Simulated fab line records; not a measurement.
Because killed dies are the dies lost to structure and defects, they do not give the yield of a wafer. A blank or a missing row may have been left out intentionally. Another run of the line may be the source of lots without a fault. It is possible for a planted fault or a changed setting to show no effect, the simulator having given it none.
Split-lot study || flow gf180mcu || 23 wafers read from 5 lots, route of 602 steps

== SPLIT DETAILS ==
At GF_TOP_METAL_EXPOSE_11 (exposes mask MetalTop, target cd 440 nm), the setting dose mj was moved away from the recipe's 170 on 5 of the 23 wafers read, by -6.6% to +3.5%. For the rest of the wafers, this setting stayed at what the recipe calls for.

== FROM THE SPLIT TO THE READING: what the file shows between them, 2 steps ==
- GF_TOP_METAL_PEB_12
- GF_TOP_METAL_DEVELOP_13: develop time 60 s

== THE READING ==
cd nm, in nm, at GF_TOP_METAL_CD_MEAS_14 (target cd 440 nm). On this fab line, fault-free wafers typically give 440.1 nm with a standard deviation of 1.7 nm.

{"wafer": "L074.1", "tool, chamber at the split": "iline stepper-02, 0", "dose mj as run": 176, "against the recipe": "+3.5%", "cd nm, nm": 428.0, "against lot-mates on the recipe": -14.5}
{"wafer": "L074.2", "tool, chamber at the split": "iline stepper-02, 0", "dose mj as run": 170, "against the recipe": "recipe", "cd nm, nm": 442.5, "against lot-mates on the recipe": "-"}
{"wafer": "L074.3", "tool, chamber at the split": "iline stepper-02, 0", "dose mj as run": 170, "against the recipe": "recipe", "cd nm, nm": 443.3, "against lot-mates on the recipe": "-"}
{"wafer": "L074.5", "tool, chamber at the split": "iline stepper-02, 0", "dose mj as run": 176, "against the recipe": "+3.5%", "cd nm, nm": 432.8, "against lot-mates on the recipe": -9.7}
{"wafer": "L074.6", "tool, chamber at the split": "iline stepper-02, 0", "dose mj as run": 170, "against the recipe": "recipe", "cd nm, nm": 441.7, "against lot-mates on the recipe": "-"}
{"wafer": "L076.1", "tool, chamber at the split": "iline stepper-01, 0", "dose mj as run": 170, "against the recipe": "recipe", "cd nm, nm": 439.0, "against lot-mates on the recipe": "-"}
{"wafer": "L076.3", "tool, chamber at the split": "iline stepper-01, 0", "dose mj as run": 170, "against the recipe": "recipe", "cd nm, nm": 438.1, "against lot-mates on the recipe": "-"}
{"wafer": "L076.6", "tool, chamber at the split": "iline stepper-01, 0", "dose mj as run": 170, "against the recipe": "recipe", "cd nm, nm": 439.9, "against lot-mates on the recipe": "-"}
{"wafer": "L080.1", "tool, chamber at the split": "iline stepper-01, 0", "dose mj as run": 170, "against the recipe": "recipe", "cd nm, nm": 440.5, "against lot-mates on the recipe": "-"}
{"wafer": "L080.2", "tool, chamber at the split": "iline stepper-01, 0", "dose mj as run": 170, "against the recipe": "recipe", "cd nm, nm": 441.0, "against lot-mates on the recipe": "-"}
{"wafer": "L080.3", "tool, chamber at the split": "iline stepper-01, 0", "dose mj as run": 170, "against the recipe": "recipe", "cd nm, nm": 440.5, "against lot-mates on the recipe": "-"}
{"wafer": "L080.4", "tool, chamber at the split": "iline stepper-01, 0", "dose mj as run": 170, "against the recipe": "recipe", "cd nm, nm": 443.2, "against lot-mates on the recipe": "-"}
{"wafer": "L080.5", "tool, chamber at the split": "iline stepper-01, 0", "dose mj as run": 170, "against the recipe": "recipe", "cd nm, nm": 441.5, "against lot-mates on the recipe": "-"}
{"wafer": "L082.1", "tool, chamber at the split": "iline stepper-01, 0", "dose mj as run": 170, "against the recipe": "recipe", "cd nm, nm": 441.7, "against lot-mates on the recipe": "-"}
{"wafer": "L082.2", "tool, chamber at the split": "iline stepper-01, 0", "dose mj as run": 170, "against the recipe": "recipe", "cd nm, nm": 440.9, "against lot-mates on the recipe": "-"}
{"wafer": "L082.3", "tool, chamber at the split": "iline stepper-01, 0", "dose mj as run": 170, "against the recipe": "recipe", "cd nm, nm": 443.3, "against lot-mates on the recipe": "-"}
{"wafer": "L082.4", "tool, chamber at the split": "iline stepper-01, 0", "dose mj as run": 170, "against the recipe": "recipe", "cd nm, nm": 443.0, "against lot-mates on the recipe": "-"}
{"wafer": "L082.6", "tool, chamber at the split": "iline stepper-01, 0", "dose mj as run": 170, "against the recipe": "recipe", "cd nm, nm": 443.0, "against lot-mates on the recipe": "-"}
{"wafer": "L083.1", "tool, chamber at the split": "iline stepper-02, 0", "dose mj as run": 158.7, "against the recipe": "-6.6%", "cd nm, nm": 456.7, "against lot-mates on the recipe": "+17.6"}
{"wafer": "L083.3", "tool, chamber at the split": "iline stepper-02, 0", "dose mj as run": 158.7, "against the recipe": "-6.6%", "cd nm, nm": 460.1, "against lot-mates on the recipe": "+21.0"}
{"wafer": "L083.4", "tool, chamber at the split": "iline stepper-02, 0", "dose mj as run": 158.7, "against the recipe": "-6.6%", "cd nm, nm": 460.1, "against lot-mates on the recipe": "+21.0"}
{"wafer": "L083.5", "tool, chamber at the split": "iline stepper-02, 0", "dose mj as run": 170, "against the recipe": "recipe", "cd nm, nm": 438.9, "against lot-mates on the recipe": "-"}
{"wafer": "L083.6", "tool, chamber at the split": "iline stepper-02, 0", "dose mj as run": 170, "against the recipe": "recipe", "cd nm, nm": 439.3, "against lot-mates on the recipe": "-"}

THE FIT
A straight line over all 23 wafers: cd nm changes by -2.75 nm for each +1% of dose mj; r = -0.97; the points scatter about the line by 1.8 nm.
The same after taking each lot's own level away (the mean of its wafers on the recipe; 23 wafers): -3.07 nm for each +1%; r = -0.99; scatter 1.3 nm.
That fit puts the effect of the largest move of dose mj on the reading at 20 nm.
From 439.00 to 442.50 nm: that is the span of the lots' own levels, equal to 2.1 times the standard deviation above.
In other words, the slope is changed by the lot-to-lot level; the two fits disagree.
Check: with one of the wafers moved furthest among these (-6.6%) left out of the fit, the line predicts +21.3 nm for it against its lot-mates. It came out at +17.6 nm against them.

== THE WHOLE CHAIN: every reading that the file lists as answering this split, in the file's order ==
{"step": "GF_TOP_METAL_DEVELOP_13", "what it does": "develop time 60 s", "reading": "TOP_METAL.cd nm (the simulator's own value, which no gauge read)", "change (the file's fit)": "-3.11 nm for each +1% of the setting", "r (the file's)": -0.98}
{"step": "GF_TOP_METAL_CD_MEAS_14", "what it does": "target cd 440 nm", "reading": "cd nm", "change (the file's fit)": "-3.08 nm for each +1% of the setting", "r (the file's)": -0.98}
{"step": "GF_TOP_METAL_METAL_ETCH_16", "what it does": "etches the open film in Cl2/BCl3, stops on SiO2, target depth 1077.5 nm, time 179.6 s", "reading": "TOP_METAL.cd nm (the simulator's own value, which no gauge read)", "change (the file's fit)": "-3.41 nm for each +1% of the setting", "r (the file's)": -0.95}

== FILE'S OWN FIT ==
cd nm changes by -3.08 nm for each +1% of dose mj, r = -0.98.
